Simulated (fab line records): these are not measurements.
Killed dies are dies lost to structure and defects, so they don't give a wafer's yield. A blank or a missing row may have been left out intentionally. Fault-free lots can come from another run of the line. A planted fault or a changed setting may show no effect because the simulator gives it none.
Problem report, 8D (eight disciplines) form, completed by code -- flow sky130 -- the parts of the form that need people (team, actions taken, sign-off) are left out

## 1. WHAT WENT WRONG
Mean of platen_rpm at SKY_VIA1_CMP_02: 53.98 rpm across 2 wafers in 2 lots; on wafers with no fault it is 60.00 rpm (standard deviation 0.037). So: -99 or more standard deviations from the usual mean.
The step: polishes SiO2.
The first sign was on wafer L559.6 at day 35 23:02, on cmp-01. Wafers with a number at this step in the record: 40, from 14 lots. The rule behind "out" and "out of limits": a value lying over 4 standard deviations away from the usual mean. The other wafers with a number count as sound.

## 2. WHAT IT IS AND WHAT IT IS NOT
question,is,is not
which readings at this step,platen_rpm,motor_current_A
which lots,"L559, L561","L549, L550, L551, L552, L553, L566, L567, L568, L569, L570, L571, L572"
which wafers of those lots,"L559.6, L561.4","L559.1, L559.3"
read on which tools,cmp-01,cmp-02
when,from day 35 23:02,"up to then (17 sound wafers); but 21 sound wafers of L566, L567, L568, L569, L570, L571, L572 came after"

## 3. WHAT RULES OUT EACH SUSPECT
Counting: any tool at a process step up to the reading remains a suspect provided it ran every lot that is out. Sound lots after the first of them don't rule it out here, since some wafers of a struck lot are sound.
- cmp-01 at SKY_CONTACT_CMP_27 (polishes, stops on SiO2, t overpolish 15 s, target thk 0 nm): kept. It ran every lot that is out, first L559 (day 34 19:24); its last sound lot up to then is L552 (day 32 11:26).
- cmp-01 at SKY_VIA1_CMP_02 (polishes SiO2): kept. It ran every lot that is out, first L559 (day 35 23:02); its last sound lot up to then is L553 (day 34 09:49). Out on those wafers are its own readings of platen_rpm.
- cmp-01, SKY_VIA1_CMP_02: wafers that are out in chamber 1, sound lot-mates in chambers 0, 3.
Left after counting: cmp-01 at SKY_CONTACT_CMP_27, cmp-01 at SKY_VIA1_CMP_02.

## 4. THE CAUSE (what the simulator had put in)
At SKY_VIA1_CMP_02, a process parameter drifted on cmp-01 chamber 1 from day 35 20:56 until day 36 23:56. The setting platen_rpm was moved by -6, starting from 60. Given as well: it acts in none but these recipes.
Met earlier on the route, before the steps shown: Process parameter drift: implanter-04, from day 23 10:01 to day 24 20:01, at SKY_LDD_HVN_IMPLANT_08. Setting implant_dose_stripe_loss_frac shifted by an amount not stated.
Counting left 2 suspects, and this tool is among them.

## 5. SEQUENCE OF EFFECTS, ordered by route
Each row: a reading whose mean over the struck wafers that have a number lies more than 3 standard deviations from the usual. Scope: only readings with a usual standard deviation given in the record; hours: median across lots of the time from each lot's start at the first step in this table that gives one to its start at this step; sigmas: change in usual standard deviations.
hours,step,reading,usual,on struck wafers,change,sigmas
0,SKY_VIA1_CMP_02,platen_rpm,60.00 rpm,53.98,-6.02,-99 or more
It contains these process steps:
- SKY_VIA1_CMP_02: polishes SiO2.
At these later measuring or inspecting steps, every struck wafer for which the step has a row has a number for every such reading, and none has moved that far: SKY_VIA1_CD_MEAS_12.

## 6. WHAT WOULD HAVE CAUGHT IT SOONER
In this record no reading fell out of limits until day 35 23:02, 2 hours after the fault had begun at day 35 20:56.
